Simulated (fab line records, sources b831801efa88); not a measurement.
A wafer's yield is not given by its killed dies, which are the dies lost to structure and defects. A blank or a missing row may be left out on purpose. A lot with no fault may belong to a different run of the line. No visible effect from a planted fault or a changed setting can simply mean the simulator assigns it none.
Which tool did it?    flow sky130    13 lots, 39 wafers sampled, at 3 steps of a route of 708

== WHAT THE GAUGES SHOWED, per wafer ==
SKY_NWELL_OVL_MEAS_10. Usual: NWELL_00_OVL gives -1.2 nm (standard deviation 1.2).
lot   measured      on          NWELL_00_OVL (nm)  flag
L326  day 4 21:43   overlay-02  0.2 0.4 -0.9       
L327  day 5 03:55   overlay-01  0.8 -3.8 0.6       
L328  day 5 11:37   overlay-01  -2.0 -1.5 -0.6     
L332  day 6 08:55   overlay-02  -2.1 -0.3 -1.0     
L338  day 7 23:49   overlay-02  -0.6 0.9 -3.0      
L339  day 8 04:04   overlay-01  -1.8 -2.1 -0.8     
L341  day 8 16:11   overlay-02  -2.4 -1.5 -3.5     
L343  day 9 00:58   overlay-02  -0.2 -0.1 1.8      
L344  day 9 04:38   overlay-02  -0.8 -1.3 -2.4     
L345  day 9 09:49   overlay-02  -2.2 0.9 0.2       
L346  day 9 17:01   overlay-02  -0.5 -1.6 -0.7     
L347  day 10 01:32  overlay-02  -2.0 -1.1 -1.1     
L348  day 10 08:23  overlay-02  -1.6 1.2 0.1       

SKY_VT_ADJUST_NCORE_CD_MEAS_07 targets a cd of 380 nm. Usual: cd nm at 379.4 nm, with a standard deviation of 2.9.
lot   measured      on         cd nm (nm)         flag
L326  day 9 01:43   cd sem-01  381.9 381.5 381.9  
L327  day 9 09:04   cd sem-01  379.1 378.0 373.5  
L328  day 9 17:10   cd sem-01  376.9 377.1 377.6  
L332  day 10 17:56  cd sem-01  378.7 377.1 378.5  
L338  day 12 13:52  cd sem-01  378.5 378.0 377.1  
L339  day 12 19:40  cd sem-02  380.8 381.2 380.4  
L341  day 13 10:58  cd sem-01  374.3 374.9 375.7  
L343  day 13 20:07  cd sem-01  377.5 376.8 375.6  
L344  day 14 02:13  cd sem-01  372.7 377.3 375.4  
L345  day 14 08:51  cd sem-02  379.0 380.3 379.7  
L346  day 14 16:29  cd sem-02  383.0 380.7 382.1  
L347  day 15 03:17  cd sem-02  379.9 376.0 380.4  
L348  day 15 13:55  cd sem-01  380.1 381.7 378.2  

== EACH LOT AND THE TOOL THAT RAN IT (in order: tool; ch and the chambers of the sampled wafers; start) ==
lot   SKY_FIELD_ISO_ETCH_17
L326  rie si-01 ch 1,2,3, day 2 13:20
L327  rie si-02 ch 0,2,3, day 2 18:22
L328  rie si-02 ch 2, day 2 23:14
L332  rie si-02 ch 2,3, day 3 17:44
L338  rie si-01 ch 1,2, day 5 01:41
L339  rie si-02 ch 0,2,3, day 5 06:38
L341  rie si-01 ch 1,2,3, day 5 18:49
L343  rie si-01 ch 0,1,3, day 6 03:59
L344  rie si-02 ch 1,2,3, day 6 09:08
L345  rie si-01 ch 0,1,3, day 6 13:14
L346  rie si-01 ch 0,2,3, day 6 20:14
L347  rie si-01 ch 1,2, day 7 01:46
L348  rie si-01 ch 0,1,3, day 7 07:32
- SKY_FIELD_ISO_ETCH_17: etches Si in HBr/Cl2/O2, target depth 342 nm, time 97.7 s.

== AS READ BY THE TOOLS THEMSELVES (means over the sampled wafers that have a number; for cases with no such wafer, the mark the record gives instead) ==
SKY_FIELD_ISO_ETCH_17. Usual: drypump motor current A 5.8 A, standard deviation 0.52; he backside leak sccm 2.62 sccm, standard deviation 0.25; oes product au 0.998 a.u., standard deviation 0.015; rf fwd power W 595.9 W, standard deviation 2.5; run length s 126.1 s, standard deviation 0.54; throttle valve pct 25.658 %, standard deviation 0.013.
lot   tool       drypump motor current A (A)  he backside leak sccm (sccm)  oes product au (a.u.)  rf fwd power W (W)  run length s (s)  throttle valve pct (%)  flag
L326  rie si-01  5.7                          2.91                          0.984                  595.6               125.7             25.656                  
L327  rie si-02  5.9                          2.46                          1.011                  594.4               126.2             25.647                  
L328  rie si-02  5.4                          2.36                          1.004                  595.4               126.5             25.655                  
L332  rie si-02  5.9                          2.53                          1.023                  596.0               126.7             25.642                  
L338  rie si-01  5.3                          2.61                          0.994                  593.9               125.7             25.653                  
L339  rie si-02  5.9                          2.50                          1.007                  596.7               126.4             25.649                  
L341  rie si-01  5.7                          2.84                          0.986                  594.4               125.8             25.677                  
L343  rie si-01  6.0                          2.86                          0.980                  595.3               126.0             25.664                  
L344  rie si-02  5.9                          2.36                          1.010                  597.3               126.5             25.652                  
L345  rie si-01  5.9                          2.81                          0.991                  596.9               126.2             25.665                  
L346  rie si-01  5.8                          2.72                          0.988                  597.5               126.0             25.665                  
L347  rie si-01  5.2                          2.67                          0.980                  594.8               125.4             25.676                  
L348  rie si-01  6.0                          2.72                          0.990                  596.8               126.0             25.676                  

== THE ANSWER, worked out from the rows above alone ==
Rule: a lot is off if the mean of its wafers that have a number lies more than 3 standard deviations from the usual mean. A lot without any number at a reading at which 4 lots or more have one is off too. Where the step has rows for the other lots, those lots are counted as sound. The gauges are gone through in route order, then the tools' own readings, and for those a lot's mean is taken as printed above. At the first step where some lot is off, the reading lying furthest off is the one used; lots without a number count as furthest.
Across all readings shown, no lot is off: no conclusion can be drawn from this.

== WHAT HAD BEEN PUT IN BY THE SIMULATOR ==
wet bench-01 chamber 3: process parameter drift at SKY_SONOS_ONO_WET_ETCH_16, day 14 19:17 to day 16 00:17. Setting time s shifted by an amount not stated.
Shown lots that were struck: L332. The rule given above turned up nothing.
